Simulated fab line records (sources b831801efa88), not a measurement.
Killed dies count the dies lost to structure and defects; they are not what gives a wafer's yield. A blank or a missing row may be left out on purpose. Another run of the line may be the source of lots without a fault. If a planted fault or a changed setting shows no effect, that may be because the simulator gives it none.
fab line records -- flow sky130
record: lots: 5, wafers: 23
route steps=708 shown VIA2@507 CAPM@545 METAL3@557 VIA3@573
start-h: start of the lot's first displayed wafer, in hours after the record's first day -- wait-h: hours since the lot's step before -- " as in the row above -- L1.1+2: a row that stands for several wafers -- - value missing, or start not given -- * or withheld: withheld -- < > ~ a bound
route shown NAME@n: names a module that has steps shown in the file, with the first one's number in the route -- usual: average and standard deviation across the fault-free wafers -- same: alike in all rows -- chamber/n: place in a boat -- sites: the reading at each site -- _std_site: the values' standard deviation -- _edge_site: mean of outer sites minus mean of inner sites -- radius-mm: for every site, how far away it sits from the centre of the wafer -- mask NAME#n: copy n -- behind: tool/chamber where the wafer was last shaped -- hold: cause of the lot's hold/its duration in hours/its outcome -- device: transistor that didn't switch, given as n, p or np -- end of line: tests run on the same wafers once the route is complete -- a step without rows: its recipe alone -- killed: dies lost to structure and defects at the first sort, not the wafer's yield -- map: the dies of a wafer, with x for killed, . for not killed, _ for no die there
set.NAME: the setting that was run; set.NAME@STEP: the one run at that earlier step -- model.NAME: the simulator's own value behind a step, which no gauge read
lots with deliberately changed settings; one table per step, one row per wafer
== steps ==
step: SKY_VIA2_HDPCVD_00
recipe: material: SiO2, target-thk-nm: 1180, sigma-open-frac: 0.3, time-s: 196.7, temp-c: 400, sih4-flow-sccm: 60, pressure-mtorr: 6
lot.wafer,tool,chamber,start-h,wait-h,set.time-s,model.SiO2_of_VIA2_HDPCVD_00.thk-nm
L076.1,hdpcvd-01,2,855.01,0.0,196.7,1196
L076.2,hdpcvd-01,1,855.01,0.0,212.2,1282
L076.3,hdpcvd-01,0,855.01,0.0,212.2,1268
L076.5,hdpcvd-01,0,855.01,0.0,212.2,1253
L076.6,hdpcvd-01,1,855.01,0.0,196.7,1181
L080.1,hdpcvd-02,1,864.69,0.0,180.6,1080
L080.3,hdpcvd-02,0,864.69,0.0,196.7,1188
L080.4,hdpcvd-02,2,864.69,0.0,180.6,1044
L080.5,hdpcvd-02,1,864.69,0.0,196.7,1182
L080.6,hdpcvd-02,0,864.69,0.0,196.7,1176
L082.1,hdpcvd-02,0,878.42,0.0,196.7,1176
L082.2,hdpcvd-02,2,878.42,0.0,221.8,1295
L082.3,hdpcvd-02,1,878.42,0.0,196.7,1194
L082.5,hdpcvd-02,1,878.42,0.0,196.7,1193
L082.6,hdpcvd-02,2,878.42,0.0,221.8,1310
L083.4,hdpcvd-01,1,879.43,0.1,196.7,1178
L083.5,hdpcvd-01,2,879.43,0.1,196.7,1204
L083.6,hdpcvd-01,0,879.43,0.1,196.7,1174
L085.2,hdpcvd-02,2,895.90,0.0,171.8,1015
L085.3,hdpcvd-02,0,895.90,0.0,196.7,1178
L085.4,hdpcvd-02,1,895.90,0.0,196.7,1215
L085.5,hdpcvd-02,0,895.90,0.0,171.8,1023
L085.6,hdpcvd-02,2,895.90,0.0,171.8,1017
step: SKY_VIA2_THK_MEAS_01
recipe: reads: SiO2_of_VIA2_HDPCVD_00
usual: VIA2_HDPCVD_THK: 1179/17
lot.wafer,tool,chamber,start-h,wait-h,set.time-s@VIA2_HDPCVD_00,VIA2_HDPCVD_THK[nm]
L076.1,film-metro-03,-,855.14,0.1,196.7,1197
L076.2,film-metro-03,-,855.14,0.1,212.2,1282
L076.3,film-metro-03,-,855.14,0.1,212.2,1268
L076.5,film-metro-03,-,855.14,0.1,212.2,1253
L076.6,film-metro-03,-,855.14,0.1,196.7,1181
L080.1,film-metro-03,-,864.82,0.1,180.6,1080
L080.3,film-metro-03,-,864.82,0.1,196.7,1188
L080.4,film-metro-03,-,864.82,0.1,180.6,1043
L080.5,film-metro-03,-,864.82,0.1,196.7,1183
L080.6,film-metro-03,-,864.82,0.1,196.7,1176
L082.1,film-metro-01,-,878.55,0.1,196.7,1176
L082.2,film-metro-01,-,878.55,0.1,221.8,1296
L082.3,film-metro-01,-,878.55,0.1,196.7,1194
L082.5,film-metro-01,-,878.55,0.1,196.7,1193
L082.6,film-metro-01,-,878.55,0.1,221.8,1310
L083.4,film-metro-01,-,879.52,0.0,196.7,1177
L083.5,film-metro-01,-,879.52,0.0,196.7,1204
L083.6,film-metro-01,-,879.52,0.0,196.7,1174
L085.2,film-metro-01,-,896.04,0.1,171.8,1015
L085.3,film-metro-01,-,896.04,0.1,196.7,1179
L085.4,film-metro-01,-,896.04,0.1,196.7,1215
L085.5,film-metro-01,-,896.04,0.1,171.8,1024
L085.6,film-metro-01,-,896.04,0.1,171.8,1016
step: SKY_VIA2_CVD_21
recipe: material: W, target-thk-nm: 420, time-s: 126.4, temp-c: 400, pressure-torr: 40
lot.wafer,tool,chamber,start-h,wait-h,set.temp-c,model.W_of_VIA2_CVD_21.thk-nm
L076.1,cvd-w-02,0,883.30,0.0,400,425.6
L076.2,cvd-w-02,1,883.30,0.0,400,420.1
L076.3,cvd-w-02,0,883.30,0.0,400,425.7
L076.5,cvd-w-02,0,883.30,0.0,403.4,449.4
L076.6,cvd-w-02,1,883.30,0.0,403.4,445.4
L080.1,cvd-w-02,0,892.21,0.0,400,429.3
L080.3,cvd-w-02,1,892.21,0.0,396.4,398.6
L080.4,cvd-w-02,0,892.21,0.0,396.4,407.4
L080.5,cvd-w-02,0,892.21,0.0,400,429.4
L080.6,cvd-w-02,1,892.21,0.0,400,428.4
L082.1,cvd-w-02,0,904.61,0.1,400,423
L082.2,cvd-w-02,1,904.61,0.1,404,449.2
L082.3,cvd-w-02,1,904.61,0.1,404,452.6
L082.5,cvd-w-02,0,904.61,0.1,400,421.1
L082.6,cvd-w-02,1,904.61,0.1,400,419.7
L083.4,cvd-w-02,1,905.94,0.1,400,426.1
L083.5,cvd-w-02,0,905.94,0.1,400,421
L083.6,cvd-w-02,1,905.94,0.1,400,420
L085.2,cvd-w-02,0,922.11,0.0,400,422.9
L085.3,cvd-w-02,0,922.11,0.0,400,421.8
L085.4,cvd-w-02,1,922.11,0.0,400,422.2
L085.5,cvd-w-02,1,922.11,0.0,400,418.4
L085.6,cvd-w-02,0,922.11,0.0,400,422.3
step: SKY_VIA2_RS_MEAS_22
recipe: thk-meas-gauge: four-point-probe, reads: W_of_VIA2_CVD_21+TiN_of_VIA2_SPUTTER_20
usual: VIA2_W_RS: 0.273/0.0045
lot.wafer,tool,chamber,start-h,wait-h,set.temp-c@VIA2_CVD_21,VIA2_W_RS[ohm/sq]
L076.1,film-metro-02,-,883.43,0.1,400,0.269
L076.2,film-metro-02,-,883.43,0.1,400,0.272
L076.3,film-metro-02,-,883.43,0.1,400,0.269
L076.5,film-metro-02,-,883.43,0.1,403.4,0.255
L076.6,film-metro-02,-,883.43,0.1,403.4,0.257
L080.1,film-metro-01,-,892.34,0.1,400,0.267
L080.3,film-metro-01,-,892.34,0.1,396.4,0.287
L080.4,film-metro-01,-,892.34,0.1,396.4,0.281
L080.5,film-metro-01,-,892.34,0.1,400,0.267
L080.6,film-metro-01,-,892.34,0.1,400,0.267
L082.1,film-metro-01,-,904.75,0.1,400,0.270
L082.2,film-metro-01,-,904.75,0.1,404,0.255
L082.3,film-metro-01,-,904.75,0.1,404,0.253
L082.5,film-metro-01,-,904.75,0.1,400,0.272
L082.6,film-metro-01,-,904.75,0.1,400,0.273
L083.4,film-metro-02,-,906.08,0.1,400,0.269
L083.5,film-metro-02,-,906.08,0.1,400,0.272
L083.6,film-metro-02,-,906.08,0.1,400,0.272
L085.2,film-metro-02,-,922.26,0.1,400,0.270
L085.3,film-metro-02,-,922.26,0.1,400,0.272
L085.4,film-metro-02,-,922.26,0.1,400,0.271
L085.5,film-metro-02,-,922.26,0.1,400,0.273
L085.6,film-metro-02,-,922.26,0.1,400,0.271
step: SKY_VIA2_THK_MEAS_23
recipe: thk-meas-gauge: xrf, reads: W_of_VIA2_CVD_21
usual: VIA2_W_THK: 418/9.5
lot.wafer,tool,chamber,start-h,wait-h,set.temp-c@VIA2_CVD_21,VIA2_W_THK[nm]
L076.1,film-metro-02,-,883.55,0.1,400,417
L076.2,film-metro-02,-,883.55,0.1,400,413
L076.3,film-metro-02,-,883.55,0.1,400,420
L076.5,film-metro-02,-,883.55,0.1,403.4,442
L076.6,film-metro-02,-,883.55,0.1,403.4,438
L080.1,film-metro-01,-,892.46,0.1,400,433
L080.3,film-metro-01,-,892.46,0.1,396.4,403
L080.4,film-metro-01,-,892.46,0.1,396.4,412
L080.5,film-metro-01,-,892.46,0.1,400,436
L080.6,film-metro-01,-,892.46,0.1,400,435
L082.1,film-metro-01,-,904.87,0.1,400,429
L082.2,film-metro-01,-,904.87,0.1,404,454
L082.3,film-metro-01,-,904.87,0.1,404,457
L082.5,film-metro-01,-,904.87,0.1,400,427
L082.6,film-metro-01,-,904.87,0.1,400,423
L083.4,film-metro-02,-,906.17,0.1,400,421
L083.5,film-metro-02,-,906.17,0.1,400,414
L083.6,film-metro-02,-,906.17,0.1,400,415
L085.2,film-metro-02,-,922.37,0.1,400,410
L085.3,film-metro-02,-,922.37,0.1,400,414
L085.4,film-metro-02,-,922.37,0.1,400,415
L085.5,film-metro-02,-,922.37,0.1,400,411
L085.6,film-metro-02,-,922.37,0.1,400,415
step: SKY_CAPM_SOFTBAKE_08
recipe: temp-c: 90, time-s: 60, resist: NOVOLAK
lot.wafer,tool,chamber,start-h,wait-h,set.temp-c
L076.1+2,litho-track-02,0,896.51,0.1,90
L076.3+5+6,litho-track-02,0,896.51,0.1,91.37
L080.1+6,litho-track-04,0,906.08,0.1,92.91
L080.3+4+5,litho-track-04,0,906.08,0.1,90
L082.1+2+3+5+6,litho-track-04,0,917.38,0.1,90
L083.4+5+6,litho-track-02,0,918.44,0.1,90
L085.2+6,litho-track-02,0,935.64,0.1,87.6
L085.3+4+5,litho-track-02,0,935.64,0.1,90
step: SKY_CAPM_EXPOSE_09
recipe: mask-id: CAPM, na: 0.6, source-shape: conventional, sigma-outer: 0.6, polarization: unpolarized, target-cd-nm: 1000, dose-mj: 159
step: SKY_CAPM_PEB_10
recipe: temp-c: withheld, time-s: *, resist: NOVOLAK
step: SKY_CAPM_DEVELOP_11
recipe: resist: NOVOLAK, developer: TMAH, develop-time-s: 60, dev-temp-c: 23
lot.wafer,tool,chamber,start-h,wait-h,set.temp-c@CAPM_SOFTBAKE_08,model.NOVOLAK_of_CAPM_COAT_07.thk-nm
L076.1+2,litho-track-04,0,908.88,0.1,90,1137
L076.3,litho-track-04,0,908.88,0.1,91.37,1135
L076.5,litho-track-04,0,908.88,0.1,91.37,1131
L076.6,litho-track-04,0,908.88,0.1,91.37,1132
L080.1,litho-track-02,0,917.76,0.1,92.91,1131
L080.3+4,litho-track-02,0,917.76,0.1,90,1137
L080.5,litho-track-02,0,917.76,0.1,90,1139
L080.6,litho-track-02,0,917.76,0.1,92.91,1130
L082.1,litho-track-04,0,929.83,0.1,90,1139
L082.2,litho-track-04,0,929.83,0.1,90,1138
L082.3,litho-track-04,0,929.83,0.1,90,1135
L082.5,litho-track-04,0,929.83,0.1,90,1140
L082.6,litho-track-04,0,929.83,0.1,90,1137
L083.4,litho-track-03,0,931.46,0.1,90,1142
L083.5+6,litho-track-03,0,931.46,0.1,90,1140
L085.2,litho-track-03,0,946.61,0.1,87.6,1145
L085.3,litho-track-03,0,946.61,0.1,90,1140
L085.4,litho-track-03,0,946.61,0.1,90,1139
L085.5,litho-track-03,0,946.61,0.1,90,1138
L085.6,litho-track-03,0,946.61,0.1,87.6,1146
step: SKY_CAPM_METAL_ETCH_13
recipe: target-depth-nm: 220, stop-on: SiO2, chemistry: Cl2/BCl3, target: TiN, pressure-mtorr: 10, icp-w: 900, bias-w: 48.5, Cl2_flow_sccm: 60, bcl3-flow-sccm: 30, time-s: 62.9
usual: oes-product-au: 0.935/0.0077
lot.wafer,tool,chamber,start-h,wait-h,set.time-s,oes-product-au,model.NOVOLAK_of_CAPM_COAT_07.thk-nm
L076.1,rie-metal-04,0,909.06,0.0,55.72,0.983,1010
L076.2,rie-metal-04,1,909.06,0.0,62.9,0.938,989.1
L076.3,rie-metal-04,1,909.06,0.0,62.9,0.936,988
L076.5,rie-metal-04,0,909.06,0.0,55.72,0.990,1002
L076.6,rie-metal-04,1,909.06,0.0,62.9,0.942,984.3
L080.1,rie-metal-04,0,917.95,0.0,62.9,0.930,989
L080.3,rie-metal-04,1,917.95,0.0,65.42,0.939,985
L080.4,rie-metal-04,0,917.95,0.0,65.42,0.934,989.1
L080.5,rie-metal-04,1,917.95,0.0,62.9,0.930,991.4
L080.6,rie-metal-04,0,917.95,0.0,65.42,0.934,980.7
L082.1,rie-metal-01,0,930.01,0.0,62.9,0.918,991.9
L082.2,rie-metal-01,1,930.01,0.0,62.9,0.938,992.6
L082.3,rie-metal-01,0,930.01,0.0,62.9,0.927,987
L082.5,rie-metal-01,1,930.01,0.0,62.9,0.942,994.3
L082.6,rie-metal-01,0,930.01,0.0,62.9,0.937,988.4
L083.4,rie-metal-04,1,931.60,0.0,62.9,0.933,993.8
L083.5,rie-metal-04,1,931.60,0.0,62.9,0.931,991.9
L083.6,rie-metal-04,0,931.60,0.0,62.9,0.946,995.8
L085.2,rie-metal-04,0,946.77,0.0,62.9,0.946,1003
L085.3,rie-metal-04,1,946.77,0.0,56.89,0.990,1007
L085.4,rie-metal-04,0,946.77,0.0,62.9,0.931,997.6
L085.5,rie-metal-04,0,946.77,0.0,56.89,0.970,1011
L085.6,rie-metal-04,1,946.77,0.0,56.89,1.000,1013
step: SKY_CAPM_STRIP_14
recipe: chemistry: O2/N2, power-w: 1400, pressure-mtorr: 1500, platen-temp-c: withheld, o2-flow-sccm: 3000, n2-flow-sccm: 300, overash-fraction: 0.5
usual: strip-time-to-endpoint-s: 12.65/0.037
lot.wafer,tool,chamber,start-h,wait-h,set.time-s@CAPM_METAL_ETCH_13,strip-time-to-endpoint-s
L076.1,plasma-asher-02,1,909.14,0.1,55.72,12.77
L076.2,plasma-asher-02,0,909.14,0.1,62.9,12.57
L076.3,plasma-asher-02,1,909.14,0.1,62.9,12.58
L076.5,plasma-asher-02,0,909.14,0.1,55.72,12.75
L076.6,plasma-asher-02,1,909.14,0.1,62.9,12.54
L080.1,plasma-asher-03,1,918.02,0.1,62.9,12.62
L080.3,plasma-asher-03,0,918.02,0.1,65.42,12.55
L080.4,plasma-asher-03,1,918.02,0.1,65.42,12.61
L080.5,plasma-asher-03,0,918.02,0.1,62.9,12.63
L080.6,plasma-asher-03,1,918.02,0.1,65.42,12.50
L082.1,plasma-asher-04,1,930.09,0.1,62.9,12.64
L082.2,plasma-asher-04,0,930.09,0.1,62.9,12.63
L082.3,plasma-asher-04,1,930.09,0.1,62.9,12.58
L082.5,plasma-asher-04,1,930.09,0.1,62.9,12.66
L082.6,plasma-asher-04,0,930.09,0.1,62.9,12.61
L083.4,plasma-asher-02,1,931.68,0.1,62.9,12.65
L083.5,plasma-asher-02,1,931.68,0.1,62.9,12.63
L083.6,plasma-asher-02,0,931.68,0.1,62.9,12.67
L085.2,plasma-asher-02,1,946.85,0.1,62.9,12.76
L085.3,plasma-asher-02,1,946.85,0.1,56.89,12.82
L085.4,plasma-asher-02,0,946.85,0.1,62.9,12.69
L085.5,plasma-asher-02,1,946.85,0.1,56.89,12.79
L085.6,plasma-asher-02,0,946.85,0.1,56.89,12.83
step: SKY_METAL3_COAT_07
recipe: resist: BARC, temp-c: withheld, time-s: withheld, spin-rpm: 3000, resist-thk-nm: 60
lot.wafer,tool,chamber,start-h,wait-h,set.spin-rpm
L076.1+3,litho-track-02,0,921.76,0.1,3000
L076.2+5+6,litho-track-02,0,921.76,0.1,3112
L080.1+3,litho-track-02,0,931.46,0.1,3000
L080.4+5+6,litho-track-02,0,931.46,0.1,2813
L082.1+5,litho-track-01,0,942.23,0.1,3000
L082.2+3+6,litho-track-01,0,942.23,0.1,3136
L083.4+5+6,litho-track-04,0,943.85,0.1,3000
L085.2+4+5,litho-track-04,0,959.50,0.1,3150
L085.3+6,litho-track-04,0,959.50,0.1,3000
step: SKY_METAL3_DEVELOP_12
recipe: develop-time-s: 60, resist: KrF-thick, dev-temp-c: 21
lot.wafer,tool,chamber,start-h,wait-h,set.develop-time-s
L076.1+2+5,litho-track-01,0,-,-,60
L076.3+6,litho-track-01,0,-,-,53.74
L080.1+3+4+5+6,litho-track-01,0,-,-,60
L082.1+2+3,litho-track-01,0,-,-,60
L082.5+6,litho-track-01,0,-,-,67.14
L083.4+5+6,litho-track-02,0,-,-,60
L085.2+3+4,litho-track-02,0,-,-,60
L085.5+6,litho-track-02,0,-,-,51.99
step: SKY_METAL3_DESCUM_15
recipe: chemistry: O2, source-power-w: 150, bias-power-w: 0, pressure-mtorr: 10, temp-c: 40, time-s: 8
step: SKY_METAL3_ETCH_16
recipe: chemistry: N2/H2, target: BARC, ion-energy-ev: 200, bias-w: 100, pressure-mtorr: 30, n2-flow-sccm: 100, h2-flow-sccm: 200, icp-w: 500, stop-on: SiO2, time-s: 88.2, target-depth-a: 600
lot.wafer,tool,chamber,start-h,wait-h,set.spin-rpm@METAL3_COAT_07,model.etch.depth-nm
L076.1,rie-metal-01,1,935.22,0.0,3000,59.91
L076.2+6,rie-metal-01,"0,1",935.22,0.0,3112,-
L076.3,rie-metal-01,1,935.22,0.0,3000,-
L076.5,rie-metal-01,0,935.22,0.0,3112,58.92
L080.1,rie-metal-01,1,943.92,0.0,3000,60.07
L080.3,rie-metal-01,0,943.92,0.0,3000,60.04
L080.4,rie-metal-01,1,943.92,0.0,2813,62.04
L080.5,rie-metal-01,0,943.92,0.0,2813,62.19
L080.6,rie-metal-01,1,943.92,0.0,2813,61.92
L082.1,rie-metal-01,1,954.72,0.0,3000,59.66
L082.2+6,rie-metal-01,0,954.72,0.0,3136,-
L082.3,rie-metal-01,1,954.72,0.0,3136,58.41
L082.5,rie-metal-01,1,954.72,0.0,3000,-
L083.4+5,rie-metal-02,"0,1",956.78,0.0,3000,60.07
L083.6,rie-metal-02,0,956.78,0.0,3000,60.02
L085.2,rie-metal-02,1,971.15,0.0,3150,-
L085.3,rie-metal-02,0,971.15,0.0,3000,60.26
L085.4,rie-metal-02,1,971.15,0.0,3150,58.41
L085.5,rie-metal-02,1,971.15,0.0,3150,58.68
L085.6,rie-metal-02,0,971.15,0.0,3000,-
step: SKY_VIA3_HDPCVD_00
recipe: material: SiO2, target-thk-nm: 1635, sigma-open-frac: 0.3, time-s: 272.5, temp-c: 400, sih4-flow-sccm: 60, pressure-mtorr: 6
lot.wafer,tool,chamber,start-h,wait-h,set.time-s,model.SiO2_of_VIA3_HDPCVD_00.thk-nm
L076.1,hdpcvd-01,0,936.10,0.0,247.6,1486
L076.2,hdpcvd-01,2,936.10,0.0,272.5,1611
L076.3,hdpcvd-01,1,936.10,0.0,272.5,1610
L076.5,hdpcvd-01,0,936.10,0.0,247.6,1477
L076.6,hdpcvd-01,1,936.10,0.0,247.6,1450
L080.1,hdpcvd-02,2,944.84,0.0,272.5,1609
L080.3,hdpcvd-02,1,944.84,0.0,272.5,1640
L080.4,hdpcvd-02,1,944.84,0.0,272.5,1623
L080.5,hdpcvd-02,0,944.84,0.0,312.2,1870
L080.6,hdpcvd-02,2,944.84,0.0,312.2,1871
L082.1,hdpcvd-01,0,955.61,0.0,272.5,1639
L082.2,hdpcvd-01,1,955.61,0.0,272.5,1623
L082.3,hdpcvd-01,2,955.61,0.0,259.1,1546
L082.5,hdpcvd-01,2,955.61,0.0,259.1,1568
L082.6,hdpcvd-01,1,955.61,0.0,259.1,1552
L083.4,hdpcvd-01,2,957.72,0.1,272.5,1625
L083.5,hdpcvd-01,1,957.72,0.1,272.5,1646
L083.6,hdpcvd-01,0,957.72,0.1,272.5,1665
L085.2+4,hdpcvd-02,"1,0",972.07,0.0,293.2,1761
L085.3,hdpcvd-02,0,972.07,0.0,272.5,1651
L085.5,hdpcvd-02,1,972.07,0.0,272.5,1635
L085.6,hdpcvd-02,2,972.07,0.0,293.2,1743
step: SKY_VIA3_THK_MEAS_01
recipe: reads: SiO2_of_VIA3_HDPCVD_00
usual: VIA3_HDPCVD_THK: 1636/17
lot.wafer,tool,chamber,start-h,wait-h,set.time-s@VIA3_HDPCVD_00,VIA3_HDPCVD_THK[nm]
L076.1,film-metro-04,-,936.27,0.1,247.6,1486
L076.2,film-metro-04,-,936.27,0.1,272.5,1610
L076.3,film-metro-04,-,936.27,0.1,272.5,1608
L076.5,film-metro-04,-,936.27,0.1,247.6,1477
L076.6,film-metro-04,-,936.27,0.1,247.6,1450
L080.1,film-metro-02,-,945.01,0.1,272.5,1610
L080.3,film-metro-02,-,945.01,0.1,272.5,1641
L080.4,film-metro-02,-,945.01,0.1,272.5,1624
L080.5,film-metro-02,-,945.01,0.1,312.2,1870
L080.6,film-metro-02,-,945.01,0.1,312.2,1872
L082.1,film-metro-03,-,955.78,0.1,272.5,1638
L082.2,film-metro-03,-,955.78,0.1,272.5,1623
L082.3,film-metro-03,-,955.78,0.1,259.1,1546
L082.5,film-metro-03,-,955.78,0.1,259.1,1567
L082.6,film-metro-03,-,955.78,0.1,259.1,1553
L083.4,film-metro-02,-,957.84,0.0,272.5,1626
L083.5,film-metro-02,-,957.84,0.0,272.5,1645
L083.6,film-metro-02,-,957.84,0.0,272.5,1665
L085.2,film-metro-02,-,972.24,0.1,293.2,1761
L085.3,film-metro-02,-,972.24,0.1,272.5,1651
L085.4,film-metro-02,-,972.24,0.1,293.2,1761
L085.5,film-metro-02,-,972.24,0.1,272.5,1636
L085.6,film-metro-02,-,972.24,0.1,293.2,1742
step: SKY_VIA3_CVD_21
recipe: material: W, target-thk-nm: 390, time-s: 117.31, temp-c: 400, pressure-torr: 40
lot.wafer,tool,chamber,start-h,wait-h,set.pressure-torr,model.W_of_VIA3_CVD_21.thk-nm
L076.1,cvd-w-02,1,962.64,0.0,36.44,372.2
L076.2,cvd-w-02,0,962.64,0.0,36.44,370.5
L076.3,cvd-w-02,0,962.64,0.0,36.44,366.6
L076.5,cvd-w-02,0,962.64,0.0,36.44,367.9
L076.6,cvd-w-02,1,962.64,0.0,36.44,369.6
L080.1,cvd-w-02,1,970.11,0.0,37.7,380.5
L080.3,cvd-w-02,0,970.11,0.0,37.7,379.2
L080.4,cvd-w-02,1,970.11,0.0,37.7,380.7
L080.5,cvd-w-02,1,970.11,0.0,37.7,378.3
L080.6,cvd-w-02,0,970.11,0.0,37.7,383.1
L082.1,cvd-w-01,1,980.73,0.0,40,394.1
L082.2,cvd-w-01,0,980.73,0.0,40,389.1
L082.3,cvd-w-01,0,980.73,0.0,40,391.7
L082.5,cvd-w-01,0,980.73,0.0,40,389.9
L082.6,cvd-w-01,1,980.73,0.0,40,396.1
L083.4,cvd-w-02,0,982.52,0.2,40,393.3
L083.5,cvd-w-02,0,982.52,0.2,40,388
L083.6,cvd-w-02,0,982.52,0.2,40,391.5
L085.2,cvd-w-02,0,996.64,0.0,36.2,371.4
L085.3,cvd-w-02,1,996.64,0.0,36.2,363.7
L085.4,cvd-w-02,0,996.64,0.0,36.2,372.5
L085.5,cvd-w-02,0,996.64,0.0,36.2,371.2
L085.6,cvd-w-02,1,996.64,0.0,36.2,368.8
step: SKY_VIA3_RS_MEAS_22
recipe: thk-meas-gauge: four-point-probe, reads: W_of_VIA3_CVD_21+TiN_of_VIA3_SPUTTER_20
usual: VIA3_W_RS: 0.2937/0.0027
lot.wafer,tool,chamber,start-h,wait-h,set.pressure-torr@VIA3_CVD_21,VIA3_W_RS[ohm/sq]
L076.1,film-metro-04,-,962.79,0.1,36.44,0.3077
L076.2,film-metro-04,-,962.79,0.1,36.44,0.3098
L076.3,film-metro-04,-,962.79,0.1,36.44,0.3130
L076.5,film-metro-04,-,962.79,0.1,36.44,0.3122
L076.6,film-metro-04,-,962.79,0.1,36.44,0.3111
L080.1,film-metro-04,-,970.23,0.1,37.7,0.3014
L080.3,film-metro-04,-,970.23,0.1,37.7,0.3027
L080.4,film-metro-04,-,970.23,0.1,37.7,0.3013
L080.5,film-metro-04,-,970.23,0.1,37.7,0.3041
L080.6,film-metro-04,-,970.23,0.1,37.7,0.2993
L082.1,film-metro-03,-,980.85,0.1,40,0.2907
L082.2,film-metro-03,-,980.85,0.1,40,0.2947
L082.3,film-metro-03,-,980.85,0.1,40,0.2923
L082.5,film-metro-03,-,980.85,0.1,40,0.2935
L082.6,film-metro-03,-,980.85,0.1,40,0.2891
L083.4,film-metro-02,-,982.70,0.1,40,0.2910
L083.5,film-metro-02,-,982.70,0.1,40,0.2955
L083.6,film-metro-02,-,982.70,0.1,40,0.2922
L085.2,film-metro-02,-,996.79,0.1,36.2,0.3079
L085.3,film-metro-02,-,996.79,0.1,36.2,0.3149
L085.4,film-metro-02,-,996.79,0.1,36.2,0.3073
L085.5,film-metro-02,-,996.79,0.1,36.2,0.3087
L085.6,film-metro-02,-,996.79,0.1,36.2,0.3107
== key ==
split: step: SKY_VIA2_HDPCVD_00, setting: time-s, stated: 196.7, by: wafer
response: step: SKY_VIA2_HDPCVD_00, reading: model.SiO2_of_VIA2_HDPCVD_00.thk-nm, change: +11.8, per: 1%, r: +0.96
response: step: SKY_VIA2_THK_MEAS_01, reading: VIA2_HDPCVD_THK, change: +11.8, per: 1%, r: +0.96
split: step: SKY_VIA2_CVD_21, setting: temp-c, stated: 400, by: wafer
response: step: SKY_VIA2_CVD_21, reading: model.W_of_VIA2_CVD_21.thk-nm, change: +28.9, per: 1%, r: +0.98
response: step: SKY_VIA2_RS_MEAS_22, reading: VIA2_W_RS, change: -0.018, per: 1%, r: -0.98
response: step: SKY_VIA2_THK_MEAS_23, reading: VIA2_W_THK, change: +29.1, per: 1%, r: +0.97
split: step: SKY_CAPM_SOFTBAKE_08, setting: temp-c, stated: 90, by: wafer
response: step: SKY_CAPM_DEVELOP_11, reading: model.NOVOLAK_of_CAPM_COAT_07.thk-nm, change: -2.46, per: 1%, r: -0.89
split: step: SKY_CAPM_METAL_ETCH_13, setting: time-s, stated: 62.9, by: wafer
response: step: SKY_CAPM_METAL_ETCH_13, reading: oes-product-au, change: -0.00417, per: 1%, r: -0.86
response: step: SKY_CAPM_METAL_ETCH_13, reading: model.NOVOLAK_of_CAPM_COAT_07.thk-nm, change: -1.4, per: 1%, r: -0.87
response: step: SKY_CAPM_STRIP_14, reading: strip-time-to-endpoint-s, change: *, per: 1%, r: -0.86
split: step: SKY_METAL3_COAT_07, setting: spin-rpm, stated: 3000, by: wafer
response: step: SKY_METAL3_ETCH_16, reading: model.etch.depth-nm, change: -0.314, per: 1%, r: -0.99
split: step: SKY_METAL3_DEVELOP_12, setting: develop-time-s, stated: 60, by: wafer
response none clear
split: step: SKY_VIA3_HDPCVD_00, setting: time-s, stated: 272.5, by: wafer
response: step: SKY_VIA3_HDPCVD_00, reading: model.SiO2_of_VIA3_HDPCVD_00.thk-nm, change: +16.1, per: 1%, r: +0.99
response: step: SKY_VIA3_THK_MEAS_01, reading: VIA3_HDPCVD_THK, change: +16, per: 1%, r: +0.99
split: step: SKY_VIA3_CVD_21, setting: pressure-torr, stated: 40, by: lot
response: step: SKY_VIA3_CVD_21, reading: model.W_of_VIA3_CVD_21.thk-nm, change: +2.4, per: 1%, r: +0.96
response: step: SKY_VIA3_RS_MEAS_22, reading: VIA3_W_RS, change: -0.00193, per: 1%, r: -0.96
